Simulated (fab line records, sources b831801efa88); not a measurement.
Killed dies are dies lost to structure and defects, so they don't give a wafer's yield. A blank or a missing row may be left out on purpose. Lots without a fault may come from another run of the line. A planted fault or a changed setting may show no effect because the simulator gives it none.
Problem report in the 8D (eight disciplines) form, filled by code | flow sky130 | the parts of the form that need people (team, actions taken, sign-off) are left out

1. THE PROBLEM
cathode_dc_power_W at SKY_METAL4_SPUTTER_04 reads a mean of 7371.3 W on 1 wafer of 1 lot; wafers without a fault read 6500.0 W with a standard deviation of 1.2. That is +99 or more standard deviations from the usual mean.
The step: material TiN, target thk 70 nm, time 58.3 s.
First seen on wafer L571.6, day 44 20:46, on pvd_sputter-02. The record holds 15 wafers of 5 lots with a number at this step. Rule for "out", or "out of limits": more than 4 standard deviations from the usual mean. The other wafers with a number count as sound.

2. WHAT IT IS AND WHAT IT IS NOT
question                    | is                 | is not
which readings at this step | cathode_dc_power_W | throttle_valve_pct
which lots                  | L571               | L557, L566, L576, L577
which wafers of those lots  | L571.6             | L571.2, L571.5
read on which tools         | pvd_sputter-02     | pvd_sputter-01, pvd_sputter-04
when                        | from day 44 20:46  | up to then (8 sound wafers); but 6 sound wafers of L576, L577 came after

3. SUSPECTS, AND WHAT RULES EACH OUT
Counting: a tool at a process step up to the reading stays a suspect if it ran every lot that is out. Sound lots after the first of them don't rule it out here, since some wafers of a struck lot are sound.
- pvd_sputter-04 at SKY_VIA3_SPUTTER_20 (material TiN, target thk 20 nm, time 80 s): kept. It ran the lot that is out, L571 (day 44 19:35); its last sound lot up to then is L557 (day 40 19:20).
- cmp-01 at SKY_VIA3_CMP_24 (polishes, stops on SiO2, t overpolish 20 s, target thk 0 nm): kept. It ran the lot that is out, L571 (day 44 20:31); its last sound lot up to then is L557 (day 40 19:52).
- pvd_sputter-02 at SKY_METAL4_SPUTTER_01 (material TiN, target thk 20 nm, time 16.7 s): kept. It ran the lot that is out, L571 (day 44 20:41); its last sound lot up to then is L557 (day 40 20:08).
- pvd_sputter-02 at SKY_METAL4_SPUTTER_03 (material Ti, target thk 5 nm, time 3.3 s): kept. It ran the lot that is out, L571 (day 44 20:45); its last sound lot up to then is L557 (day 40 20:12).
- pvd_sputter-02 at SKY_METAL4_SPUTTER_04 (material TiN, target thk 70 nm, time 58.3 s): kept. It ran the lot that is out, L571 (day 44 20:46); its last sound lot up to then is L557 (day 40 20:13). Its own readings are out on those wafers: cathode_dc_power_W.
- Within cmp-01 at SKY_VIA3_CMP_24: the wafers that are out ran in chamber 3; their sound lot-mates ran in chambers 0, 2.
Left after counting: pvd_sputter-04 at SKY_VIA3_SPUTTER_20, cmp-01 at SKY_VIA3_CMP_24, pvd_sputter-02 at SKY_METAL4_SPUTTER_01, pvd_sputter-02 at SKY_METAL4_SPUTTER_03, pvd_sputter-02 at SKY_METAL4_SPUTTER_04.

4. THE CAUSE (what the simulator had put in)
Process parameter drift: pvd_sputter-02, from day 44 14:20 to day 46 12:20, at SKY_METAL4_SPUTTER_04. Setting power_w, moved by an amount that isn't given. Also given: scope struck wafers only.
Counting left 5 suspects, and this tool is among them.

5. THE CHAIN OF EFFECTS, in route order
Each row: a reading whose mean over the struck wafers that have a number lies more than 3 standard deviations from the usual. Only readings for which the record gives a usual standard deviation are gone through. hours: the time from each lot's start at the first step in this table that gives one to its start at this step, as a median over the lots. sigmas: the change in usual standard deviations.
hours | step                  | reading            | usual    | on struck wafers | change | sigmas
0     | SKY_METAL4_SPUTTER_04 | cathode_dc_power_W | 6500.0 W | 7371.3           | +871.3 | +99 or more
The process steps in it:
- SKY_METAL4_SPUTTER_04: material TiN, target thk 70 nm, time 58.3 s.

6. WHAT WOULD HAVE CAUGHT IT SOONER
In this record the first reading out of limits was taken at day 44 20:46, 6 hours after the fault began at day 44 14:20.
